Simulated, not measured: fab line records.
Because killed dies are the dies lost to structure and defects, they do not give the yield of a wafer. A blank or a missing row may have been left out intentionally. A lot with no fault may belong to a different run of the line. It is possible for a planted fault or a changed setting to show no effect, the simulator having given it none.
One fault seen from 2 desks :: flow sky130 :: each desk holds nothing but its own numbers, with what lay behind them at the end

== TOOL OWNER'S DESK, lithoTrack-01 ==
The tool's own readings at SKY_VT_ADJUST_PCH_COAT_02 (resist thk 3000 nm): means of the sampled wafers that have a number, for each lot that ran on this tool. Any lot whose mean is over 4 standard deviations away from the usual mean is out of limits and marked OUT; that distance is given in the brackets.
Columns: A = exhaustPa at SKY_VT_ADJUST_PCH_COAT_02, usual 45.1 Pa
lot: L503
first seen here: day 10 19:32
A: 44.9

lot: L507
first seen here: day 12 06:25
A: 45.9

lot: L508
first seen here: day 12 16:23
A: 43.7

lot: L515
first seen here: day 14 12:01
A: 44.9

lot: L517
first seen here: day 15 00:23
A: 44.4

lot: L518
first seen here: day 15 06:56
A: 44.5
Finding of this desk: none of the 6 lots has anything out of limits.

== FROM THE METROLOGY DESK ==
What the gauges read for every lot (on any tool): the sampled wafers with a number, averaged. Any lot whose mean is over 4 standard deviations away from the usual mean is out of limits and marked OUT; that distance is given in the brackets.
Columns: A = INCOMING_BOW at SKY_FIELD_ISO_BOW_MEAS_00, usual 0 um
lot: L501
first seen here: day 1 10:00
A: -6

lot: L503
first seen here: day 1 20:01
A: 5

lot: L504
first seen here: day 2 01:01
A: -5

lot: L505
first seen here: day 2 06:01
A: -1

lot: L507
first seen here: day 2 16:00
A: 0

lot: L508
first seen here: day 2 21:01
A: 1

lot: L509
first seen here: day 3 02:01
A: -2

lot: L515
first seen here: day 4 08:00
A: 2

lot: L517
first seen here: day 4 18:04
A: 4

lot: L518
first seen here: day 4 23:01
A: 5

lot: L520
first seen here: day 5 09:00
A: 6

lot: L522
first seen here: day 5 19:01
A: 2

lot: L524
first seen here: day 6 05:01
A: 1
Finding of this desk: none of the 13 lots has anything out of limits.

== BROUGHT TOGETHER ==
Nothing out of limits was seen by the tool owner's desk.
From the metrology desk's view, nothing was out of limits.

== WHAT WAS PUT IN BY THE SIMULATOR ==
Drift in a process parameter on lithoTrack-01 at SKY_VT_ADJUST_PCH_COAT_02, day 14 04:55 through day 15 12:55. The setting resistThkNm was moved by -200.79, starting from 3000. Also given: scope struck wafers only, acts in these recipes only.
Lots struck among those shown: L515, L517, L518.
